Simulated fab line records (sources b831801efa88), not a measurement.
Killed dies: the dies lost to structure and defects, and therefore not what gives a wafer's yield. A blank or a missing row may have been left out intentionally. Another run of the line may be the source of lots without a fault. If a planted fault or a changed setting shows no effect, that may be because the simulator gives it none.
Chamber matching | flow gf180mcu | rie-si-01 running GF_POLY_GATE_ETCH_13: 4 sister chambers
The step etches poly-Si in HBr/Cl2, stops on SiO2, target depth 198.5 nm, time 69.6 s. 16 wafers are shown with their chamber, then 8 later ones without.

## WAFERS, EACH WITH ITS CHAMBER
wafer  | chamber | drypump-motor-current-A (A) | rf-fwd-power-W (W) | oes-product-au (a.u.)
L164.3 | 0       | 5.3                         | 394.6              | 0.997
L164.4 | 2       | 6.0                         | 396.4              | 0.996
L164.5 | 0       | 5.3                         | 395.4              | 0.992
L165.2 | 3       | 6.1                         | 395.5              | 0.979
L165.3 | 2       | 6.0                         | 394.5              | 0.980
L165.6 | 1       | 6.4                         | 401.4              | 0.988
L169.2 | 3       | 6.1                         | 393.2              | 0.983
L169.3 | 1       | 6.4                         | 396.7              | 0.986
L169.5 | 1       | 6.4                         | 397.5              | 0.977
L170.1 | 3       | 6.1                         | 396.5              | 1.003
L170.2 | 2       | 6.1                         | 394.9              | 0.988
L170.3 | 0       | 5.2                         | 392.8              | 1.001
L174.1 | 3       | 6.1                         | 396.6              | 0.993
L174.3 | 1       | 6.4                         | 396.0              | 0.994
L174.4 | 0       | 5.3                         | 393.6              | 0.990
L177.3 | 2       | 6.1                         | 395.8              | 0.981

SIGNATURES (means of the wafers above)
reading                 | chamber 0 | chamber 1 | chamber 2 | chamber 3 | scatter within a chamber
drypump-motor-current-A | 5.275     | 6.400     | 6.050     | 6.100     | 0.0382
rf-fwd-power-W          | 394.100   | 397.900   | 395.400   | 395.450   | 1.61
oes-product-au          | 0.99500   | 0.98625   | 0.98625   | 0.98950   | 0.00782
Rule: for each reading, subtract the chamber's mean from the wafer's reading, divide by that reading's scatter and square the result; add these up over the readings and take the root, which gives the wafer's distance from the chamber. If the next closest chamber is less than 2 further off than the closest, the wafer can't be placed; otherwise it belongs to the closest. The scatter: take each reading less its chamber's mean, square it, sum over the shown wafers, divide by the number of wafers less the number of chambers, and take the root.

## WAFERS WITHOUT THEIR CHAMBER
wafer  | drypump-motor-current-A (A) | rf-fwd-power-W (W) | oes-product-au (a.u.)
L177.4 | 5.3                         | 396.1              | 0.989
L177.6 | 6.1                         | 396.0              | 0.983
L184.1 | 6.4                         | 397.6              | 0.996
L184.2 | 6.0                         | 394.7              | 0.989
L184.5 | 6.0                         | 395.2              | 0.987
L185.1 | 6.4                         | 395.9              | 0.985
L185.2 | 6.0                         | 393.4              | 0.979
L185.4 | 5.3                         | 395.3              | 0.992

## WHICH CHAMBER EACH ONE RAN IN
wafer  | from the rows above     | in truth
L177.4 | 0                       | 0
L177.6 | can't be placed: 3 or 2 | 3
L184.1 | 1                       | 1
L184.2 | can't be placed: 2 or 3 | 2
L184.5 | can't be placed: 2 or 3 | 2
L185.1 | 1                       | 1
L185.2 | can't be placed: 2 or 3 | 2
L185.4 | 0                       | 0
4 of 8 placed correctly. Can't be placed from these rows: 4 (the true chamber is among the candidates in 4). Wrongly placed: 0.
